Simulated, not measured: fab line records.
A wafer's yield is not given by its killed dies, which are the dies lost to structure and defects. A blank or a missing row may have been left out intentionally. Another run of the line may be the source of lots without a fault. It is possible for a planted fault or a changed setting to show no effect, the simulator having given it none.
Code-filled problem report in 8D (eight disciplines) form + flow gf180mcu + the parts of the form that need people (team, actions taken, sign-off) are left out

1. PROBLEM STATEMENT
oes-product-au at GF_V1_ETCH_17 reads a mean of 0.824 a.u. on 1 wafer of 1 lot; wafers without a fault read 0.856 a.u. with a standard deviation of 0.0041. Measured from the usual mean, that is -7.8 standard deviations.
The step: etches SiO2 in C4F8/O2/Ar, stops on TiN, target depth 630 nm.
The step gives no start for some of these wafers. At this step, 36 wafers from 12 lots have a number in the record. Rule for "out" (also "out of limits"): further than 4 standard deviations from the usual mean. The rest of the wafers with a number are treated as sound.

2. WHAT THIS IS AND IS NOT
| question                    | is             | is not                                                           |
|-----------------------------|----------------|------------------------------------------------------------------|
| which readings at this step | oes-product-au | -                                                                |
| which lots                  | L564           | L559, L560, L563, L573, L574, L575, L576, L579, L580, L581, L582 |
| which wafers of those lots  | L564.3         | L564.2, L564.6                                                   |
| read on which tools         | rie-diel-04    | rie-diel-01, rie-diel-02                                         |

3. THE SUSPECTS, EACH WITH WHAT RULES IT OUT
Counting: if a tool at a process step up to the reading ran every lot that is out, it stays a suspect. Sound lots after the first of them don't rule it out here, since some wafers of a struck lot are sound.
- cmp-02 at GF_V1_CMP_04 (polishes SiO2): kept. L564, the lot that is out, went through it at day 19 08:39; up to then, the latest sound lot through it was L563 at day 19 01:43.
- rie-diel-04 at GF_V1_ETCH_17 (etches SiO2 in C4F8/O2/Ar, stops on TiN, target depth 630 nm): kept. L564, the lot that is out, went through it at day 20 09:26; up to then, the latest sound lot through it was L560 at day 18 13:42. Its own readings are out on those wafers: oes-product-au. With no start given for some of its lots, GF_V1_ETCH_17 uses the hours and lot order of GF_V1_STRIP_18.
- cmp-02, GF_V1_CMP_04: wafers that are out in chamber 0, sound lot-mates in chambers 1, 2.
- rie-diel-04, GF_V1_ETCH_17: wafers that are out in chamber 2, sound lot-mates in chambers 0, 3.
The count leaves rie-diel-04 at GF_V1_ETCH_17 and cmp-02 at GF_V1_CMP_04.

4. THE CAUSE (what the simulator had put in)
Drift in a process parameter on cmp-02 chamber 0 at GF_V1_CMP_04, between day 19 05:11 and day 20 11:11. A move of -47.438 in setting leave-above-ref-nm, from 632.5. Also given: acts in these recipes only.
After counting, 2 suspects remain, this tool included.

5. SEQUENCE OF EFFECTS, ordered by route
Each row: a reading where the mean over the struck wafers with a number is more than 3 standard deviations away from the usual. Scope: only readings with a usual standard deviation given in the record; hours: median across lots of the time from each lot's start at the first step in this table that gives one to its start at this step; sigmas: change in usual standard deviations.
| hours | step          | reading            | usual      | on struck wafers | change | sigmas |
|-------|---------------|--------------------|------------|------------------|--------|--------|
| 0     | GF_V1_CMP_04  | time-to-endpoint-s | 83 s       | 99               | +16    | +3.0   |
| -     | GF_V1_ETCH_17 | oes-product-au     | 0.856 a.u. | 0.824            | -0.032 | -7.8   |
Process steps it contains:
- GF_V1_CMP_04: polishes SiO2.
- GF_V1_ETCH_17: etches SiO2 in C4F8/O2/Ar, stops on TiN, target depth 630 nm.

6. WHAT WOULD HAVE CAUGHT IT SOONER
Tool readings at GF_V1_CMP_04 with a usual standard deviation given in the record: none out on any struck wafer, hence no alarm at a limit of 4 standard deviations on them.
